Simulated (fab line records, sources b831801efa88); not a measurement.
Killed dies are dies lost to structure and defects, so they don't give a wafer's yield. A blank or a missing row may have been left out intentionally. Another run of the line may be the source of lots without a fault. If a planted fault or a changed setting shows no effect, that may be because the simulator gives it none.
Problem report in the 8D (eight disciplines) form, filled by code / flow sky130 / the parts of the form that need people (team, actions taken, sign-off) are left out

1. THE PROBLEM
At SKY_SONOS_ONO_CVD_04, zonePowerCentrePct averages 23.20 % over 6 wafers from 2 lots, while fault-free wafers read 16.69 %, standard deviation 0.17. That is +38 standard deviations from the usual mean.
The step: deposits SiO2 from SiH4/N2O, target thk 5.7199 nm.
Earliest sighting: wafer L382.1 on lpcvd-03 at day 12 18:46. Wafers with a number at this step in the record: 36, from 12 lots. The rule behind "out" and "out of limits": a value lying over 4 standard deviations away from the usual mean. Any other wafer with a number is counted as sound.

2. WHAT IT IS AND WHAT IT IS NOT
question=which readings at this step | is=zonePowerCentrePct, spikeTcCentreC, zonePowerLowerPct, zonePowerUpperPct | is not=spikeTcBottomC, susceptorTempC, zonePowerBottomPct
question=which lots | is=L382, L383 | is not=L380, L391, L392, L393, L394, L396, L397, L399, L400, L401
question=which wafers of those lots | is=all that have a number | is not=-
question=read on which tools | is=lpcvd-03 | is not=-
question=when | is=from day 12 18:46 | is not=up to then (3 sound wafers); but 27 sound wafers of L391, L392, L393, L394, L396, L397, L399, L400, L401 came after

3. THE SUSPECTS, EACH WITH WHAT RULES IT OUT
Counting: a tool stays on the suspect list if, at a process step up to the reading, it processed all lots that are out and no sound lot following the first of them.
- lpcvd-03 at SKY_SONOS_ONO_CVD_04 (deposits SiO2 from SiH4/N2O, target thk 5.7199 nm): ruled out as a lasting fault. Following L382 (day 12 18:46), the first lot on it that is out, the sound lots L391, L392, L393, L394, L396, L397, L399, L400, L401 were run on it.
Left after counting: nothing in the record.

4. THE CAUSE (what the simulator had put in)
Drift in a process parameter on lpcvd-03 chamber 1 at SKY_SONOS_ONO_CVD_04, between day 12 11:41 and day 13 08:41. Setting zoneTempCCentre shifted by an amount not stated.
Counting ruled it out, wrongly.

5. THE EFFECT CHAIN, in route order
Rows list readings where the struck wafers' mean (over those with a number) sits beyond 3 standard deviations from the usual. Readings are gone through only where the record gives a usual standard deviation; hours: the median, over the lots, of the time from a lot's start at the first step in this table giving one to that lot's start at this step; sigmas: the change measured in usual standard deviations.
hours=0; step=SKY_SONOS_ONO_CVD_04; reading=spikeTcCentreC; usual=901.8 C; on struck wafers=920.9; change=+19.1; sigmas=+19
hours=0; step=SKY_SONOS_ONO_CVD_04; reading=zonePowerCentrePct; usual=16.69 %; on struck wafers=23.20; change=+6.51; sigmas=+38
hours=0; step=SKY_SONOS_ONO_CVD_04; reading=zonePowerLowerPct; usual=14.26 %; on struck wafers=11.30; change=-2.96; sigmas=-23
hours=0; step=SKY_SONOS_ONO_CVD_04; reading=zonePowerUpperPct; usual=16.6 %; on struck wafers=12.4; change=-4.2; sigmas=-4.2
The process steps in it:
- SKY_SONOS_ONO_CVD_04: deposits SiO2 from SiH4/N2O, target thk 5.7199 nm.

6. HOW IT WOULD HAVE BEEN CAUGHT EARLIER
The fault began at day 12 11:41; the first out-of-limits reading in this record came at day 12 18:46, 7 hours later.
